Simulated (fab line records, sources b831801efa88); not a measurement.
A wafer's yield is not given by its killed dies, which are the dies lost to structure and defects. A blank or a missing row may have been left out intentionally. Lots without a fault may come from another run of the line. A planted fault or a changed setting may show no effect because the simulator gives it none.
The same fault as seen by 2 desks / flow gf180mcu / every desk sees just its own numbers, and what lay behind them comes last

## FROM THE METROLOGY DESK
Lot by lot, what the gauges showed, no matter which tool ran the lot: averages of those sampled wafers that carry a number. If a lot's mean is further than 4 standard deviations from the usual mean, the lot is out of limits and carries the mark OUT (the distance appears in the brackets).
Columns: A = cd_nm at GF_HV_LDD_CD_MEAS_19, usual 400.4 nm; B = HV_LDD_01_OVL at GF_HV_LDD_OVL_MEAS_20, usual 0.3 nm; C = HV_LDD_2_TW at GF_HV_LDD_TW_MEAS_23, usual 1050; D = cd_nm at GF_M2_CD_MEAS_14, usual 279.9 nm; E = V4_OVL at GF_V4_OVL_MEAS_15, usual -3 nm
lot=L657; first seen here=day 10 18:26; A=399.5; B=1.4; C=1054; D=281.5; E=-5
lot=L659; first seen here=day 11 13:24; A=401.6; B=-1.4; C=1055; D=280.6; E=-8
lot=L660; first seen here=day 11 21:02; A=399.4; B=-0.6; C=1056; D=279.0; E=4
lot=L662; first seen here=day 12 12:18; A=399.8; B=0.3; C=1041; D=279.6; E=-7
lot=L666; first seen here=day 13 14:30; A=400.8; B=0.7; C=708 (-39) OUT; D=279.3; E=1
lot=L668; first seen here=day 14 03:42; A=400.7; B=1.7; C=716 (-38) OUT; D=279.9; E=-6
lot=L673; first seen here=day 15 19:08; A=402.0; B=-0.4; C=1039; D=281.3; E=-7
lot=L675; first seen here=day 16 14:30; A=398.8; B=-0.6; C=1068; D=280.9; E=-2
lot=L676; first seen here=day 16 23:56; A=395.3; B=-1.3; C=1044; D=278.7; E=-4
lot=L677; first seen here=day 17 04:36; A=401.3; B=-0.3; C=1046; D=279.9; E=-11
lot=L678; first seen here=day 17 09:23; A=398.1; B=-0.1; C=1047; D=279.9; E=-3
lot=L680; first seen here=day 18 03:27; A=398.3; B=0.1; C=1043; D=280.5; E=-6
This desk reports L666, L668 out of limits; the earliest was L666 at day 13 14:55 (HV_LDD_2_TW at GF_HV_LDD_TW_MEAS_23). In limits: L657, L659, L660, L662, L673, L675, L676, L677, L678, L680.

## AT THE TOOL OWNER'S DESK: litho_track-01
The tool's own readings at GF_HV_LDD_DEVELOP_18 (develop time 60 s): means of the sampled wafers that have a number, for each lot that ran on this tool. If a lot's mean is further than 4 standard deviations from the usual mean, the lot is out of limits and carries the mark OUT (the distance appears in the brackets).
Columns: A = developer_temp_C at GF_HV_LDD_DEVELOP_18, usual 22.99 C
lot=L659; first seen here=day 11 13:10; A=22.80
lot=L662; first seen here=day 12 12:10; A=22.98
lot=L666; first seen here=day 13 14:21; A=23.04
lot=L668; first seen here=day 14 03:33; A=23.06
Finding of this desk: none of the 4 lots has anything out of limits.

## ALL TOGETHER
An alarm was possible from the metrology desk at day 13 14:55, on L666, L668.
The desk of the tool owner found nothing out of limits.
On record at the tool owner's desk: L666, L668, within its limits.
GF_HV_LDD_DEVELOP_18 was run on litho_track-01 by each of the lots named.

## WHAT THE SIMULATOR HAD INSERTED
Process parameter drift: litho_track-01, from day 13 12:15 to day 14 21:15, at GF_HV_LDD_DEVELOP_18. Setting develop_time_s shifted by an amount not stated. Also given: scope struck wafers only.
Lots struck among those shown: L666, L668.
Hours from the fault's start to each desk's first reading out of limits: the metrology desk, 3.
